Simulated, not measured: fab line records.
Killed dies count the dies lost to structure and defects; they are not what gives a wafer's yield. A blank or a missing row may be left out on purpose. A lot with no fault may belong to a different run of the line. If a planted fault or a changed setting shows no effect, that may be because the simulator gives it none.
Chamber matching ; flow gf180mcu ; GF_V3_ETCH_16 on rie_diel-03: 4 sister chambers
The step etches BARC in N2/H2. 20 wafers are shown with their chamber, then 10 later ones without.

== EACH WAFER AND ITS CHAMBER ==
wafer;chamber;drypump_motor_current_A (A);throttle_valve_pct (%);oes_product_au (a.u.)
L074.1;2;6.2;13.217;0.862
L074.2;0;5.1;13.202;0.857
L074.3;1;5.1;13.226;0.867
L074.4;3;6.1;13.244;0.854
L074.5;1;5.1;13.227;0.854
L074.6;2;6.2;13.226;0.853
L076.1;0;5.1;13.232;0.860
L076.2;3;6.0;13.227;0.856
L076.3;2;6.2;13.221;0.854
L079.2;0;5.1;13.225;0.856
L079.3;2;6.2;13.230;0.854
L079.4;3;6.0;13.223;0.861
L083.2;1;5.1;13.242;0.848
L083.4;0;5.1;13.223;0.853
L083.6;0;5.1;13.225;0.858
L086.2;1;5.1;13.215;0.849
L086.4;3;6.1;13.224;0.858
L086.5;1;5.1;13.223;0.853
L087.1;0;5.1;13.213;0.857
L087.2;3;6.0;13.235;0.859

SIGNATURES, as means of the wafers listed above
reading;chamber 0;chamber 1;chamber 2;chamber 3;scatter within a chamber
drypump_motor_current_A;5.100;5.100;6.200;6.040;0.0274
throttle_valve_pct;13.22000;13.22660;13.22350;13.23060;0.00926
oes_product_au;0.85683;0.85420;0.85575;0.85760;0.00461
Rule: for a wafer and a chamber, the distance is found by dividing, reading by reading, the gap between the wafer's reading and the chamber's mean by the reading's scatter, squaring, summing and taking the root. If the next closest chamber is less than 2 further off than the closest, the wafer can't be placed; otherwise it belongs to the closest. The scatter is the square root of a quotient: the sum, over the shown wafers, of each reading's squared deviation from its chamber's mean, divided by wafers minus chambers.

== WAFERS WITHOUT THEIR CHAMBER ==
wafer;drypump_motor_current_A (A);throttle_valve_pct (%);oes_product_au (a.u.)
L087.3;6.2;13.231;0.866
L087.4;5.1;13.243;0.854
L087.5;5.1;13.217;0.852
L087.6;5.1;13.218;0.858
L090.1;6.0;13.213;0.858
L090.5;5.1;13.238;0.847
L090.6;6.2;13.226;0.859
L094.3;5.1;13.232;0.857
L094.4;6.1;13.241;0.847
L094.5;5.1;13.237;0.856

== THE CHAMBER EACH PASSED THROUGH ==
wafer;from the rows above;in truth
L087.3;2;2
L087.4;can't be placed: 1 or 0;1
L087.5;can't be placed: 0 or 1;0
L087.6;can't be placed: 0 or 1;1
L090.1;3;3
L090.5;can't be placed: 1 or 0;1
L090.6;2;2
L094.3;can't be placed: 1 or 0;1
L094.4;can't be placed: 3 or 2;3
L094.5;can't be placed: 1 or 0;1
3 of 10 placed correctly. From these rows, 7 cannot be placed; in 7 the true chamber is one of the candidates. Placed wrongly: 0.
